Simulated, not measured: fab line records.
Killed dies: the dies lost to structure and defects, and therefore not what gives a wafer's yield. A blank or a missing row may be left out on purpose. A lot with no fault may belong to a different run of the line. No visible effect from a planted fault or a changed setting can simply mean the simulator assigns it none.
8D (eight disciplines) problem report, filled in by code    flow gf180mcu    the parts of the form that need people (team, actions taken, sign-off) are left out

== 1. THE PROBLEM ==
Wafers without a fault read 89.15 s, standard deviation 0.14; runLengthS at GF_HV_LDD_SOFTBAKE_42 reads a mean of 91.16 s on 3 wafers belonging to 2 lots. Relative to the usual mean, that is a shift of +14 standard deviations.
The step: time 60 s.
First observed at day 15 12:26: wafer L452.1, on lithoTrack-02. The record has a number at this step for 42 wafers belonging to 14 lots. Rule for "out" (also "out of limits"): further than 4 standard deviations from the usual mean. Any other wafer with a number is counted as sound.

== 2. WHAT IT IS AND WHAT IT IS NOT ==
question                     is                      is not
which readings at this step  runLengthS              -
which lots                   L452, L453              L442, L444, L445, L455, L457, L458, L460, L461, L462, L463, L464, L465
which wafers of those lots   L452.1, L452.2, L453.2  L452.4, L453.3, L453.4
read on which tools          lithoTrack-02           lithoTrack-01, lithoTrack-03
when                         from day 15 12:26       up to then (10 sound wafers); but 29 sound wafers of L453, L455, L457, L458, L460, L461, L462, L463, L464, L465 came after

== 3. WHAT RULES OUT EACH SUSPECT ==
Counting: a tool at a process step up to the reading stays a suspect if it ran every lot that is out. Sound lots after the first of them don't rule it out here, since some wafers of a struck lot are sound.
- lithoTrack-02 at GF_HV_LDD_SOFTBAKE_42 (time 60 s): kept. It processed each lot that is out (first: L452, day 15 12:26); up to then, its last sound lot is L442 (day 12 00:18). Out on those wafers are its own readings of runLengthS.
The count leaves lithoTrack-02 at GF_HV_LDD_SOFTBAKE_42.

== 4. THE CAUSE (what the simulator had put in) ==
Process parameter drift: lithoTrack-02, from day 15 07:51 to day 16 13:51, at GF_HV_LDD_SOFTBAKE_42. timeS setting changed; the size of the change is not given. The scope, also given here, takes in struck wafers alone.
After counting, this tool was the only one left.

== 5. SEQUENCE OF EFFECTS, ordered by route ==
Each row: a reading where the mean over the struck wafers with a number is more than 3 standard deviations away from the usual. Scope: only readings with a usual standard deviation given in the record; hours: median across lots of the time from each lot's start at the first step in this table that gives one to its start at this step; sigmas: change in usual standard deviations.
hours  step                   reading     usual    on struck wafers  change  sigmas
0      GF_HV_LDD_SOFTBAKE_42  runLengthS  89.15 s  91.16             +2.01   +14
Its process steps:
- GF_HV_LDD_SOFTBAKE_42: time 60 s.
Later measuring or inspecting steps at which every struck wafer that the step has a row for has a number for every such reading, and none has moved that far: GF_HV_LDD_CD_MEAS_46.

== 6. WHAT WOULD HAVE CAUGHT IT SOONER ==
In this record no reading fell out of limits until day 15 12:26, 5 hours after the fault had begun at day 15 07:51.
